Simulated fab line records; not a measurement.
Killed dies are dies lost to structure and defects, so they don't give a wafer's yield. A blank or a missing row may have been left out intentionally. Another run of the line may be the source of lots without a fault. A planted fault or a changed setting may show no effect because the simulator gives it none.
What tool caused it? | flow sky130 | 7 lots, 21 wafers sampled, at 2 steps of a route of 708

WHAT THE GAUGES SHOWED, per wafer
SKY_CAPM_THK_MEAS_01.
lot  | measured     | on            | CAPM_CVD_00_THK (nm)
L803 | day 37 02:26 | film metro-04 | 15.66 15.42 15.74
L804 | day 37 20:28 | film metro-03 | 15.82 15.54 15.78
L810 | day 39 03:43 | film metro-01 | 15.69 15.59 15.52
L813 | day 41 02:18 | film metro-04 | 15.89 16.08 16.40
L818 | day 41 07:59 | film metro-03 | 14.80 15.18 15.32
L820 | day 42 01:48 | film metro-04 | 15.28 15.53 15.39
L824 | day 43 02:09 | film metro-03 | 15.00 15.29 15.13

EACH LOT AND THE TOOL THAT RAN IT (in order: tool; ch and the chambers of the sampled wafers; start)
lot  | SKY_CAPM_CVD_00
L803 | pecvd-04 ch 1,2, day 37 02:25
L804 | pecvd-03 ch 0,1, day 37 20:26
L810 | pecvd-03 ch 0,1,2, day 39 03:40
L813 | pecvd-03 ch 0,1,2, day 41 02:16
L818 | pecvd-01 ch 1,2, day 41 07:58
L820 | pecvd-04 ch 1,2, day 42 01:46
L824 | pecvd-01 ch 0,1, day 43 02:07
- SKY_CAPM_CVD_00: deposits SiO2, target thk 15.5 nm.

THE ANSWER, worked out from the rows above alone
Rule: the lots themselves supply what counts as usual. The widest of any qualifying gaps counts: lots, ordered by their means at a reading, are off when they make up no more than a third of the lots, leave a main group of 4 or more, and stand apart from it by 3 or more times the standard deviation of that group's means. A main group is skipped when, at the precision printed for the reading in the tables above, its means are all equal. A lot without any number at a reading at which 4 lots or more have one is off too. Any other lot the step has rows for is counted as sound.
No lot is off at any reading shown: from this, nothing can be told.

WHAT WAS PUT IN BY THE SIMULATOR
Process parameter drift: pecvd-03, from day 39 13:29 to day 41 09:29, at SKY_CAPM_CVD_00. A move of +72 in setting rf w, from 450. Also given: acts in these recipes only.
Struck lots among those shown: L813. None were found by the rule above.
